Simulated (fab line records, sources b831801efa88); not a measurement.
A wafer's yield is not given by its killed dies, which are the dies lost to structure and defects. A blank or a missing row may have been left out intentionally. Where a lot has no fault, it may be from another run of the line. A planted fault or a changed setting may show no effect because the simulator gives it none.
Which tool did it? -- flow sky130 -- 6 lots, 18 wafers sampled, at 3 steps of a route of 708

== WHAT THE GAUGES SHOWED, per wafer ==
SKY_GATE_OXIDE_TW_MEAS_14.
lot,measured,on,GATE_OXIDE_TW
L549,day 15 17:02,filmMetro-02,228 227 227
L553,day 17 05:56,filmMetro-02,226 226 226
L556,day 18 16:21,filmMetro-02,226 223 225
L561,day 20 11:59,filmMetro-03,244 244 242 243 242 244
L564,day 23 08:44,filmMetro-01,221 221 220
L566,day 23 07:31,filmMetro-01,221 221 221

== EACH LOT AND THE TOOL THAT RAN IT (in order: tool; ch and the chambers of the sampled wafers; start) ==
lot,SKY_VT_ADJUST_PCH_STRIP_09,SKY_GATE_OXIDE_IMPLANT_11
L549,"plasmaAsher-03 ch 0,1, day 12 04:30","implanter-02 ch 0, day 15 16:40"
L553,"plasmaAsher-01 ch 0,1, day 13 13:54","implanter-01 ch 0, day 17 05:36"
L556,"plasmaAsher-03 ch 0,1, day 14 13:04","implanter-03 ch 0, day 18 16:01"
L561,"plasmaAsher-03 ch 0,1, day 16 03:46","implanter-03 ch 0, day 20 11:39"
L564,"plasmaAsher-03 ch 0,1, day 17 09:15","implanter-02 ch 0, day 23 08:24"
L566,"plasmaAsher-02 ch 0,1, day 17 16:25","implanter-02 ch 0, day 23 07:10"
- SKY_VT_ADJUST_PCH_STRIP_09: strips in O2/N2.
- SKY_GATE_OXIDE_IMPLANT_11

== THE ANSWER, worked out from the rows above alone ==
Rule: what is usual is taken from the lots themselves. Put in order of their means at a reading, lots are off if they are a third of the lots or fewer, leave a main group of 4 or more, and stand apart from it by a gap of 3 or more times the standard deviation of the main group's means; of several such gaps the widest counts. If all means in a main group match to the digits the tables above print for the reading, that group is not used. A lot without any number at a reading at which 4 lots or more have one is off too. All remaining lots with rows at the step are treated as sound.
Off: at SKY_GATE_OXIDE_TW_MEAS_14 (GATE_OXIDE_TW), L561. Mean 224 and standard deviation 2.7 in the main group.
A tool fits if, at a process step before that reading, it ran every lot that is off, and no sound lot after the first of them. Gauges at SKY_GATE_OXIDE_TW_MEAS_14: tried the same way as those tools. Undecided on this evidence; 2 tools fit (implanter-03 at SKY_GATE_OXIDE_IMPLANT_11, filmMetro-03 at SKY_GATE_OXIDE_TW_MEAS_14).

== WHAT THE SIMULATOR HAD INSERTED ==
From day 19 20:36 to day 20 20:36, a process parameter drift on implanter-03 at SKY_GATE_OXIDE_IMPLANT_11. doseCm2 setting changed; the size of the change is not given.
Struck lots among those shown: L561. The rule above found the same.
